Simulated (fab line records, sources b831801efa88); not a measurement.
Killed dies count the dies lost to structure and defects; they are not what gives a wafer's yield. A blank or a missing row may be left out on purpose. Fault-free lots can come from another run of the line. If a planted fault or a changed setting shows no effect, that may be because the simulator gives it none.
fab line records	flow gf180mcu	part 1 of 2: steps 1 to 30 of 39
[record] lots = 5	wafers = 15	last-day = 33
route steps=602 shown SAB@273 SALICIDE@278 CONTACT@287
lots untouched by any fault: they come from a run of this same line in which no faults occurred
start-h: start of the lot's first displayed wafer, in hours after the record's first day	wait-h: hours since the lot's step before	" as in the row above	L1.1+2: several wafers, shown together as one row	- no value present, or no start provided	* or withheld: withheld	< > ~ a bound
route shown NAME@n: a module of which the file shows steps, and the number in the route of the first	usual: mean and standard deviation over wafers with no fault	same: alike in all rows	chamber/n: place in a boat	sites: the reading at each site	_std_site: standard deviation of those values	_edge_site: inner sites' mean taken away from outer sites' mean	radius-mm: for every site, how far away it sits from the centre of the wafer	mask NAME#n: copy n	behind: the most recent tool/chamber to have shaped the wafer	hold: cause of the lot's hold/its duration in hours/its outcome	device: names the non-switching transistor (n, p or np)	end of line: the same wafers' tests at the end of the route	a step with no rows: only its recipe	killed: dies lost to structure and defects at the first sort, not the wafer's yield	map: a wafer's dies, x killed, . not, _ none there
set.NAME: the run value of the setting; set.NAME@STEP: its run value at that earlier step	model.NAME: the simulator's own value behind a step, which no gauge read
lots seen at some steps along the route; tables by step, rows by wafer
services: the hour from which a tool's chamber was out of use, counted from the record's first day as start-h (under 0 if before that day), plus the number of hours and why
[[steps]]
[step GF_SAB_CD_MEAS_09]
[recipe] target-cd-nm = 420
[usual] cd-nm = 419.4/2.4
lot.wafer	tool	chamber	start-h	wait-h	cd-nm
L075.2	cd-sem-01	-	329.71	0.1	421.3
L075.3	"	-	"	"	423.2
L075.4	"	-	"	"	422.5
L085.1	cd-sem-02	-	413.84	0.1	422.9
L085.4	"	-	"	"	423.5
L085.6	"	-	"	"	424.3
L088.1	cd-sem-02	-	447.69	0.1	418.0
L088.3	"	-	"	"	418.0
L088.6	"	-	"	"	417.7
L091.1	cd-sem-01	-	475.47	0.1	418.0
L091.2	"	-	"	"	416.7
L091.3	"	-	"	"	418.8
L094.3	cd-sem-02	-	504.71	0.1	415.8
L094.4	"	-	"	"	416.2
L094.5	"	-	"	"	416.2
[step GF_SAB_OVL_MEAS_10]
[usual] SAB_OVL = -0.7/1.4
lot.wafer	tool	chamber	start-h	wait-h	SAB_OVL[nm]
L075.2	overlay-01	-	329.82	0.1	-1.5
L075.3	"	-	"	"	-2.2
L075.4	"	-	"	"	-0.9
L085.1	overlay-02	-	413.96	0.1	-1.6
L085.4	"	-	"	"	-2.4
L085.6	"	-	"	"	-3.1
L088.1	overlay-02	-	447.81	0.1	-0.9
L088.3	"	-	"	"	-3.5
L088.6	"	-	"	"	-2.3
L091.1	overlay-02	-	475.59	0.1	-0.7
L091.2	"	-	"	"	-0.7
L091.3	"	-	"	"	-1.3
L094.3	overlay-01	-	504.80	0.1	0.3
L094.4	"	-	"	"	0.8
L094.5	"	-	"	"	1.9
[step GF_SAB_ETCH_11]
[recipe] chemistry = C4F8/O2/Ar	mask-material = NOVOLAK	target = SiO2	target-depth-nm = 55	source-w = 1500	bias-w = 1200	pressure-mtorr = 40	c4f8-flow-sccm = withheld	O2_flow_sccm = 6	Ar_flow_sccm = 300	time-s = 8.5
[usual] oes-product-au = 0.996/0.011
lot.wafer	tool	chamber	start-h	wait-h	oes-product-au	rf-hours-counter-h
L075.2	rie-diel-04	1	329.85	0.0	0.988	10
L075.3	"	3	"	"	0.973	57
L075.4	"	2	"	"	0.965	81
L085.1	rie-diel-04	2	414.00	0.0	1.006	82
L085.4	"	0	"	"	0.994	5
L085.6	"	0	"	"	1.005	-
L088.1	rie-diel-03	3	447.85	0.0	1.007	5
L088.3	"	2	"	"	0.982	21
L088.6	"	1	"	"	0.993	-
L091.1	rie-diel-04	1	475.63	0.0	1.011	13
L091.2	"	3	"	"	1.014	61
L091.3	"	2	"	"	1.001	84
L094.3	rie-diel-03	1	504.83	0.0	0.987	92
L094.4	"	0	"	"	0.991	3
L094.5	"	0	"	"	0.984	-
[step GF_SAB_WET_ETCH_12]
[recipe] chemistry = dHF	target-depth-nm = 22	dry = n2-spin	target = SiO2	temp-c = 25	dilution = 100:1	time-s = 440
lot.wafer	tool	chamber	start-h	wait-h
L075.2+3+4	wet-bench-01	1	329.87	0.0
L085.1+4+6	wet-bench-03	3	414.02	0.0
L088.1+3+6	wet-bench-02	0	447.87	0.0
L091.1+2+3	wet-bench-03	1	475.65	0.0
L094.3+4+5	wet-bench-02	0	504.85	0.0
[step GF_SAB_STRIP_13]
[recipe] chemistry = O2/N2	power-w = 1400	pressure-mtorr = 1500	platen-temp-c = 250	o2-flow-sccm = 3000	n2-flow-sccm = 300	overash-fraction = 0.5
[usual] drypump-motor-current-A = 5.71/0.27	heater-power-w = 328/35	oes-product-au = 0.710/0.0047	strip-time-to-endpoint-s = 12.605/0.028
lot.wafer	tool	chamber	start-h	wait-h	drypump-motor-current-A	heater-power-w	oes-product-au	rf-hours-counter-h	strip-time-to-endpoint-s
L075.2	plasma-asher-03	1	330.15	0.0	5.44	321	0.709	52	12.643
L075.3	"	0	"	"	6.16	294	0.714	-	12.606
L075.4	"	1	"	"	5.47	327	0.708	-	12.618
L085.1	plasma-asher-01	1	414.16	0.0	5.50	305	0.715	74	12.590
L085.4	"	1	"	"	5.49	293	0.713	-	12.624
L085.6	"	0	"	"	5.77	387	0.707	-	12.558
L088.1	plasma-asher-01	0	448.00	0.0	5.79	392	0.709	78	12.621
L088.3	"	0	"	"	5.77	389	0.711	-	12.586
L088.6	"	0	"	"	5.80	386	0.712	-	12.597
L091.1	plasma-asher-03	0	475.78	0.0	6.15	299	0.712	66	12.632
L091.2	"	1	"	"	5.45	329	0.708	66	12.594
L091.3	"	1	"	"	5.46	326	0.710	-	12.606
L094.3	plasma-asher-04	0	505.01	0.0	5.80	334	0.708	-	12.627
L094.4	"	1	"	"	5.46	314	0.713	-	12.620
L094.5	"	0	"	"	5.81	333	0.720	-	12.565
[step GF_SALICIDE_CLEAN_00]
[recipe] chemistry = SC1/SC2	mix = 1:4:20	temp-c = 70	time-s = 150
lot.wafer	tool	chamber	start-h	wait-h
L075.2+3+4	wet-bench-04	2	330.25	0.1
L085.1+4+6	wet-bench-01	2	414.26	0.1
L088.1+3+6	wet-bench-04	3	448.10	0.1
L091.1+2+3	wet-bench-04	3	475.88	0.1
L094.3+4+5	wet-bench-02	1	505.08	0.0
[step GF_SALICIDE_WET_ETCH_01]
[recipe] chemistry = dHF	target-depth-nm = 5	dry = ipa-marangoni	target = SiO2	temp-c = 25	dilution = 100:1	time-s = 100
lot.wafer	tool	chamber	start-h	wait-h
L075.2+3+4	wet-bench-01	0	330.30	0.0
L085.1+4+6	wet-bench-02	0	414.31	0.0
L088.1+3+6	wet-bench-01	3	448.15	0.0
L091.1+2+3	wet-bench-01	3	476.08	0.0
L094.3+4+5	wet-bench-01	2	505.13	0.0
[step GF_SALICIDE_SPUTTER_02]
[recipe] material = Co	target-thk-nm = 10	power-w = 1000	time-s = 20	chamber-pressure-pa = 0.4
[usual] cathode-dc-power-W = 1000.0/0.17	throttle-valve-pct = 30.3/0.96
lot.wafer	tool	chamber	start-h	wait-h	cathode-dc-power-W	throttle-valve-pct
L075.2	pvd-sputter-03	-	330.38	0.0	999.87	30.0
L075.3	"	-	"	"	1000.1	31.5
L075.4	"	-	"	"	1000.0	30.8
L085.1	pvd-sputter-03	-	414.35	0.0	1000.4	29.9
L085.4	"	-	"	"	1000.0	30.9
L085.6	"	-	"	"	999.79	31.1
L088.1	pvd-sputter-03	-	448.19	0.0	999.70	31.5
L088.3	"	-	"	"	1000.0	30.6
L088.6	"	-	"	"	1000.2	30.7
L091.1	pvd-sputter-03	-	476.11	0.0	1000.0	31.4
L091.2	"	-	"	"	999.96	30.9
L091.3	"	-	"	"	1000.2	30.9
L094.3	pvd-sputter-02	-	505.16	0.0	1000.1	29.8
L094.4	"	-	"	"	1000.2	28.1
L094.5	"	-	"	"	999.90	28.0
[step GF_SALICIDE_SPUTTER_03]
[recipe] material = TiN	target-thk-nm = 20	power-w = 6500	time-s = 16.07	chamber-pressure-pa = 0.4
[usual] cathode-dc-power-W = 6499.9/1.2	throttle-valve-pct = 30.3/0.95
lot.wafer	tool	chamber	start-h	wait-h	cathode-dc-power-W	throttle-valve-pct
L075.2	pvd-sputter-03	-	330.41	0.0	6499.1	30.2
L075.3	"	-	"	"	6500.5	31.5
L075.4	"	-	"	"	6498.0	30.7
L085.1	pvd-sputter-03	-	414.37	0.0	6498.8	29.8
L085.4	"	-	"	"	6499.9	30.9
L085.6	"	-	"	"	6500.0	31.0
L088.1	pvd-sputter-03	-	448.22	0.0	6500.4	31.5
L088.3	"	-	"	"	6500.2	30.6
L088.6	"	-	"	"	6501.1	30.7
L091.1	pvd-sputter-03	-	476.14	0.0	6497.2	31.5
L091.2	"	-	"	"	6501.8	31.1
L091.3	"	-	"	"	6499.5	30.5
L094.3	pvd-sputter-02	-	505.19	0.0	6500.7	29.6
L094.4	"	-	"	"	6498.9	28.0
L094.5	"	-	"	"	6500.7	28.5
[step GF_SALICIDE_RS_MEAS_04]
[recipe] thk-meas-gauge = four-point-probe	reads = TiN_of_SALICIDE_SPUTTER_03+Co_of_SALICIDE_SPUTTER_02
[usual] SALICIDE_TIN_RS = 16.61/0.27
lot.wafer	tool	chamber	start-h	wait-h	SALICIDE_TIN_RS[ohm/sq]
L075.2	film-metro-01	-	330.46	0.0	16.18
L075.3	"	-	"	"	16.42
L075.4	"	-	"	"	16.68
L085.1	film-metro-02	-	414.40	0.0	16.65
L085.4	"	-	"	"	17.00
L085.6	"	-	"	"	16.98
L088.1	film-metro-04	-	448.24	0.0	16.31
L088.3	"	-	"	"	17.09
L088.6	"	-	"	"	16.76
L091.1	film-metro-02	-	476.17	0.0	16.45
L091.2	"	-	"	"	16.48
L091.3	"	-	"	"	16.80
L094.3	film-metro-01	-	505.26	0.1	16.83
L094.4	"	-	"	"	16.64
L094.5	"	-	"	"	16.60
[step GF_SALICIDE_THK_MEAS_05]
[recipe] thk-meas-gauge = xrf	reads = TiN_of_SALICIDE_SPUTTER_03
[usual] SALICIDE_TIN_THK = 19.35/0.22
lot.wafer	tool	chamber	start-h	wait-h	SALICIDE_TIN_THK[nm]
L075.2	film-metro-01	-	330.57	0.1	19.18
L075.3	"	-	"	"	19.32
L075.4	"	-	"	"	19.17
L085.1	film-metro-02	-	414.52	0.1	19.65
L085.4	"	-	"	"	19.54
L085.6	"	-	"	"	19.42
L088.1	film-metro-04	-	448.36	0.1	18.94
L088.3	"	-	"	"	19.25
L088.6	"	-	"	"	19.16
L091.1	film-metro-02	-	476.29	0.1	19.16
L091.2	"	-	"	"	19.40
L091.3	"	-	"	"	19.32
L094.3	film-metro-01	-	505.36	0.1	19.45
L094.4	"	-	"	"	19.59
L094.5	"	-	"	"	19.60
[step GF_SALICIDE_RTA_06]
[recipe] temp-c = 530	time-s = 30	ambient = N2
[usual] lamp-power-pct = 6.3/1	wafer_temp_C_max = 531.9/0.43
lot.wafer	tool	chamber	start-h	wait-h	lamp-power-pct	wafer_temp_C_max
L075.2	rtp-anneal-01	0	330.63	0.1	7.3	532.2
L075.3	"	0	"	"	7.3	532.3
L075.4	"	0	"	"	7.3	532.4
L085.1	rtp-anneal-01	0	414.58	0.1	7.3	532.3
L085.4	"	0	"	"	7.3	531.8
L085.6	"	0	"	"	7.3	531.2
L088.1	rtp-anneal-02	0	448.42	0.1	5.2	532.0
L088.3	"	0	"	"	5.2	532.1
L088.6	"	0	"	"	5.2	532.1
L091.1	rtp-anneal-02	0	476.35	0.1	5.2	532.0
L091.2	"	0	"	"	5.2	532.0
L091.3	"	0	"	"	5.2	532.2
L094.3	rtp-anneal-02	0	505.43	0.1	5.2	531.8
L094.4	"	0	"	"	5.2	532.5
L094.5	"	0	"	"	5.2	532.0
[step GF_SALICIDE_WET_ETCH_07]
[recipe] chemistry = SPM	target-depth-nm = 120	dry = n2-spin
lot.wafer	tool	chamber	start-h	wait-h
L075.2+3+4	wet-bench-01	2	330.72	0.1
L085.1+4+6	wet-bench-04	0	414.68	0.1
L088.1+3+6	wet-bench-02	3	448.52	0.1
L091.1+2+3	wet-bench-01	2	476.45	0.1
L094.3+4+5	wet-bench-04	0	505.50	0.1
[step GF_SALICIDE_RTA_08]
[recipe] temp-c = 800	time-s = 30	ambient = N2
[usual] lamp-power-pct = 16.9/2.8	wafer_temp_C_max = 802.9/0.62
lot.wafer	tool	chamber	start-h	wait-h	lamp-power-pct	wafer_temp_C_max
L075.2	rtp-anneal-02	0	330.93	0.0	14.5	803.3
L075.3	"	0	"	"	14.5	803.1
L075.4	"	0	"	"	14.5	803.1
L085.1	rtp-anneal-02	0	414.77	0.0	14.5	802.5
L085.4	"	0	"	"	14.5	802.8
L085.6	"	0	"	"	14.5	803.0
L088.1	rtp-anneal-02	0	448.61	0.0	14.5	804.6
L088.3	"	0	"	"	14.5	804.5
L088.6	"	0	"	"	14.5	802.4
L091.1	rtp-anneal-01	0	476.54	0.0	20.3	802.1
L091.2	"	0	"	"	20.2	802.2
L091.3	"	0	"	"	20.3	802.2
L094.3	rtp-anneal-01	0	505.62	0.0	20.2	802.4
L094.4	"	0	"	"	20.3	801.9
L094.5	"	0	"	"	20.3	804.2
[step GF_CONTACT_CVD_00]
[recipe] material = SiO2	target-thk-nm = 300	sigma-open-frac = 0.3	temp-c = 400	time-s = 50	sih4-flow-sccm = 60	pressure-mtorr = 6
lot.wafer	tool	chamber	start-h	wait-h
L075.2+3+4	hdpcvd-02	0,0,1	331.02	0.1
L085.1+4+6	hdpcvd-01	2,1,0	414.87	0.1
L088.1+3+6	hdpcvd-02	0,2,2	448.71	0.1
L091.1+2+3	hdpcvd-01	2,1,0	476.64	0.1
L094.3+4+5	hdpcvd-01	2,2,1	505.69	0.1
[step GF_CONTACT_THK_MEAS_01]
[recipe] reads = SiO2_of_CONTACT_CVD_00
[usual] CONTACT_CVD_00_THK = 300/3.4
lot.wafer	tool	chamber	start-h	wait-h	CONTACT_CVD_00_THK[nm]
L075.2	film-metro-04	-	331.09	0.1	297
L075.3	"	-	"	"	299
L075.4	"	-	"	"	293
L085.1	film-metro-03	-	414.92	0.0	303
L085.4	"	-	"	"	304
L085.6	"	-	"	"	306
L088.1	film-metro-02	-	448.76	0.0	301
L088.3	"	-	"	"	300
L088.6	"	-	"	"	297
L091.1	film-metro-03	-	476.68	0.0	297
L091.2	"	-	"	"	298
L091.3	"	-	"	"	302
L094.3	film-metro-03	-	505.75	0.0	304
L094.4	"	-	"	"	302
L094.5	"	-	"	"	309
[step GF_CONTACT_CVD_02]
[recipe] material = SiO2	target-thk-nm = 860	precursor = TEOS	temp-c = 400	time-s = 95.992	rf-w = 600
[usual] heater-power-w = 677/110
lot.wafer	tool	chamber	start-h	wait-h	heater-power-w
L075.2	pecvd-04	0	331.14	0.0	572
L075.3	"	1	"	"	631
L075.4	"	0	"	"	461
L085.1	pecvd-04	0	414.98	0.1	538
L085.4	"	0	"	"	559
L085.6	"	1	"	"	724
L088.1	pecvd-04	0	448.82	0.1	503
L088.3	"	2	"	"	683
L088.6	"	2	"	"	748
L091.1	pecvd-02	2	476.74	0.1	568
L091.2	"	1	"	"	785
L091.3	"	0	"	"	895
L094.3	pecvd-02	0	505.79	0.0	947
L094.4	"	1	"	"	894
L094.5	"	0	"	"	965
[step GF_CONTACT_THK_MEAS_03]
[recipe] reads = SiO2_of_CONTACT_CVD_02
[usual] CONTACT_CVD_02_THK = 862/11
lot.wafer	tool	chamber	start-h	wait-h	CONTACT_CVD_02_THK[nm]
L075.2	film-metro-04	-	331.22	0.0	861
L075.3	"	-	"	"	855
L075.4	"	-	"	"	870
L085.1	film-metro-03	-	415.05	0.0	853
L085.4	"	-	"	"	867
L085.6	"	-	"	"	877
L088.1	film-metro-03	-	448.89	0.0	858
L088.3	"	-	"	"	860
L088.6	"	-	"	"	868
L091.1	film-metro-04	-	476.81	0.0	840
L091.2	"	-	"	"	852
L091.3	"	-	"	"	844
L094.3	film-metro-04	-	505.88	0.1	837
L094.4	"	-	"	"	875
L094.5	"	-	"	"	861
[step GF_CONTACT_CMP_04]
[recipe] material = SiO2	down-force-psi = 4	platen-rpm = 60	pad-velocity-m-s = 0.94248
[usual] motor-current-A = 12.4/0.67	slurry-filter-dp-kPa = 13.48/0.13	time-to-endpoint-s = 110/5.4
lot.wafer	tool	chamber	start-h	wait-h	motor-current-A	slurry-filter-dp-kPa	time-to-endpoint-s
L075.2	cmp-02	3	331.27	0.0	12.8	13.55	106
L075.3	"	1	"	"	11.9	13.77	107
L075.4	"	2	"	"	12.1	13.54	115
L085.1	cmp-02	1	415.16	0.1	12.3	13.62	107
L085.4	"	2	"	"	11.9	13.59	115
L085.6	"	0	"	"	13.1	13.75	122
L088.3	cmp-02	1	448.95	0.0	12.1	13.33	107
L088.1	"	3	"	"	12.2	13.53	105
L088.6	"	2	"	"	12.5	13.40	112
L091.3	cmp-01	0	476.92	0.1	11.4	13.57	103
L091.1	"	1	"	"	12.1	13.72	99
L091.2	"	2	"	"	12.5	13.76	108
L094.4	cmp-02	1	505.97	0.1	12.3	13.29	114
L094.3	"	3	"	"	12.2	13.79	100
L094.5	"	1	"	"	12.1	13.43	106
[step GF_CONTACT_BOW_MEAS_05]
[recipe] mode = bow
[usual] CONTACT_BOW = 65/7.3
lot.wafer	tool	chamber	start-h	wait-h	CONTACT_BOW[um]
L075.2	film-metro-02	-	331.59	0.3	67
L075.3	"	-	"	"	69
L075.4	"	-	"	"	68
L085.1	film-metro-02	-	415.41	0.2	71
L085.4	"	-	"	"	49
L085.6	"	-	"	"	59
L088.1	film-metro-03	-	449.25	0.1	63
L088.3	"	-	"	"	66
L088.6	"	-	"	"	53
L091.1	film-metro-02	-	477.17	0.1	69
L091.2	"	-	"	"	68
L091.3	"	-	"	"	63
L094.3	film-metro-02	-	506.26	0.1	61
L094.4	"	-	"	"	64
L094.5	"	-	"	"	56
[step GF_CONTACT_DEHYDRATE_06]
[recipe] temp-c = 200	time-s = 60
lot.wafer	tool	chamber	start-h	wait-h
L075.2+3+4	litho-track-04	0	341.80	10.2
L085.1+4+6	litho-track-04	0	427.37	11.9
L088.1+3+6	litho-track-03	0	459.34	10.1
L091.1+2+3	litho-track-04	0	488.77	11.6
L094.3+4+5	litho-track-03	0	517.24	11.0
[step GF_CONTACT_HMDS_07]
[recipe] prime-time-s = 60	prime-temp-c = 120
lot.wafer	tool	chamber	start-h	wait-h
L075.2+3+4	litho-track-04	0	341.95	0.1
L085.1+4+6	litho-track-04	0	427.52	0.1
L088.1+3+6	litho-track-03	0	459.49	0.1
L091.1+2+3	litho-track-04	0	488.92	0.1
L094.3+4+5	litho-track-03	0	517.39	0.1
[step GF_CONTACT_COAT_08]
[recipe] resist = BARC	temp-c = withheld	time-s = withheld	spin-rpm = withheld	resist-thk-nm = withheld
lot.wafer	tool	chamber	start-h	wait-h
L075.2+3+4	litho-track-04	0	342.10	0.1
L085.1+4+6	litho-track-04	0	427.67	0.1
L088.1+3+6	litho-track-03	0	459.64	0.1
L091.1+2+3	litho-track-04	0	489.07	0.1
L094.3+4+5	litho-track-03	0	517.54	0.1
[step GF_CONTACT_COAT_09]
[recipe] resist = KrF	spin-rpm = withheld	resist-thk-nm = 1000
lot.wafer	tool	chamber	start-h	wait-h
L075.2+3+4	litho-track-04	0	-	-
L085.1+4+6	litho-track-04	0	-	-
L088.1+3+6	litho-track-03	0	-	-
L091.1+2+3	litho-track-04	0	-	-
L094.3+4+5	litho-track-03	0	-	-
[step GF_CONTACT_SOFTBAKE_10]
[recipe] temp-c = 130	time-s = 60	resist = KrF
lot.wafer	tool	chamber	start-h	wait-h
L075.2+3+4	litho-track-04	0	-	-
L085.1+4+6	litho-track-04	0	-	-
L088.1+3+6	litho-track-03	0	-	-
L091.1+2+3	litho-track-04	0	-	-
L094.3+4+5	litho-track-03	0	-	-
[step GF_CONTACT_EXPOSE_11]
[recipe] mask-id = Contact	target-cd-nm = 220	na = 0.68	source-shape = conventional	sigma-outer = 0.6	dose-mj = 38
[usual] focus-offset-nm = 0.0/0.53	reticle-temp-C = 23.01/0.11
lot.wafer	tool	chamber	start-h	wait-h	mask	focus-offset-nm	reticle-temp-C
L075.2	krf-scanner-02	0	-	-	Contact#0	0.0	22.90
L075.3	"	0	"	"	Contact#0	-0.1	22.92
L075.4	"	0	"	"	Contact#0	0.3	22.88
L085.1	krf-scanner-01	0	-	-	Contact#0	1.1	23.19
L085.4	"	0	"	"	Contact#0	0.4	23.13
L085.6	"	0	"	"	Contact#0	0.5	22.94
L088.1	krf-scanner-01	0	-	-	Contact#0	-0.4	22.85
L088.3	"	0	"	"	Contact#0	0.2	22.99
L088.6	"	0	"	"	Contact#0	0.1	22.98
L091.1	krf-scanner-02	0	-	-	Contact#0	0.7	23.09
L091.2	"	0	"	"	Contact#0	-0.2	23.18
L091.3	"	0	"	"	Contact#0	1.2	23.03
L094.3	krf-scanner-01	0	-	-	Contact#0	-0.8	23.11
L094.4	"	0	"	"	Contact#0	0.4	23.07
L094.5	"	0	"	"	Contact#0	0.3	23.02
[step GF_CONTACT_PEB_12]
[recipe] peb-temp-c = 135	peb-time-s = 90	resist = KrF
lot.wafer	tool	chamber	start-h	wait-h
L075.2+3+4	litho-track-04	0	-	-
L085.1+4+6	litho-track-03	0	-	-
L088.1+3+6	litho-track-04	0	-	-
L091.1+2+3	litho-track-03	0	-	-
L094.3+4+5	litho-track-02	0	-	-
[step GF_CONTACT_DEVELOP_13]
[recipe] develop-time-s = 60	resist = KrF	dev-temp-c = 21
lot.wafer	tool	chamber	start-h	wait-h
L075.2+3+4	litho-track-04	0	353.25	0.2
L085.1+4+6	litho-track-03	0	439.34	0.2
L088.1+3+6	litho-track-04	0	471.27	0.2
L091.1+2+3	litho-track-03	0	501.34	0.2
L094.3+4+5	litho-track-02	0	529.95	0.1
[step GF_CONTACT_CD_MEAS_14]
[recipe] target-cd-nm = 220
[usual] cd-nm = 220.3/1.3
lot.wafer	tool	chamber	start-h	wait-h	cd-nm
L075.2	cd-sem-01	-	353.39	0.1	221.4
L075.3	"	-	"	"	220.8
L075.4	"	-	"	"	221.4
L085.1	cd-sem-02	-	439.49	0.1	220.4
L085.4	"	-	"	"	220.2
L085.6	"	-	"	"	220.5
L088.1	cd-sem-02	-	471.42	0.1	219.1
L088.3	"	-	"	"	220.0
L088.6	"	-	"	"	219.9
L091.1	cd-sem-01	-	501.49	0.1	219.8
L091.2	"	-	"	"	218.2
L091.3	"	-	"	"	219.0
L094.3	cd-sem-02	-	530.09	0.1	220.9
L094.4	"	-	"	"	221.7
L094.5	"	-	"	"	221.8
[step GF_CONTACT_OVL_MEAS_15]
[usual] CONTACT_OVL = -6/5.7
lot.wafer	tool	chamber	start-h	wait-h	CONTACT_OVL[nm]
L075.2	overlay-02	-	353.50	0.1	-8
L075.3	"	-	"	"	-2
L075.4	"	-	"	"	-3
L085.1	overlay-02	-	439.61	0.1	-4
L085.4	"	-	"	"	-6
L085.6	"	-	"	"	-5
L088.1	overlay-02	-	471.57	0.1	-5
L088.3	"	-	"	"	-5
L088.6	"	-	"	"	-6
L091.1	overlay-01	-	501.61	0.1	-4
L091.2	"	-	"	"	-2
L091.3	"	-	"	"	-6
L094.3	overlay-02	-	530.19	0.1	-3
L094.4	"	-	"	"	-10
L094.5	"	-	"	"	-14
